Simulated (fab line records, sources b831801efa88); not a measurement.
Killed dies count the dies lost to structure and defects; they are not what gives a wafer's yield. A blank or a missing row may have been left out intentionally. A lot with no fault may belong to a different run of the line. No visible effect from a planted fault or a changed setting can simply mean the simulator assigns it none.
Matching of chambers ; flow sky130 ; cmp-02 running SKY_VIA4_CMP_21: 4 sister chambers
The step polishes, stops on SiO2, t overpolish 25 s, target thk 0 nm. 7 wafers are shown with their chamber, then 11 later ones without.

== WAFERS, EACH WITH ITS CHAMBER ==
wafer;chamber;motor_current_A (A);time_to_endpoint_s (s)
L552.3;3;9.3;124
L559.1;2;9.9;119
L559.2;1;11.4;126
L560.3;2;10.3;119
L560.5;0;12.3;121
L560.6;1;11.6;131
L567.1;0;12.6;124

== WAFERS WITHOUT THEIR CHAMBER ==
wafer;motor_current_A (A);time_to_endpoint_s (s)
L567.2;9.4;118
L567.6;12.2;120
L569.4;9.5;125
L569.5;12.3;125
L569.6;10.8;133
L570.1;11.0;126
L570.3;12.6;118
L570.4;10.5;114
L572.1;12.1;125
L572.3;11.6;127
L572.6;12.3;126

== THE CHAMBER EACH PASSED THROUGH ==
wafer;from the rows above;in truth
L567.2;can't be placed: 3 or 2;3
L567.6;0;0
L569.4;3;3
L569.5;0;0
L569.6;1;1
L570.1;1;1
L570.3;0;0
L570.4;2;2
L572.1;can't be placed: 0 or 1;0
L572.3;1;1
L572.6;0;0
Placed correctly: 9 of 11. Unplaceable from these rows: 2, with the true chamber sitting among the candidates in 2. Wrongly placed: 0.
How it was worked out, from the rows above alone: a wafer's distance from a chamber is the root of the sum, over the readings, of the square of ((its reading less the chamber's mean) divided by the reading's scatter). If the next closest chamber is less than 2 further off than the closest, the wafer can't be placed; otherwise it belongs to the closest. The mean given for a chamber averages the wafers shown for that chamber. The scatter: take each reading less its chamber's mean, square it, sum over the shown wafers, divide by the number of wafers less the number of chambers, and take the root.
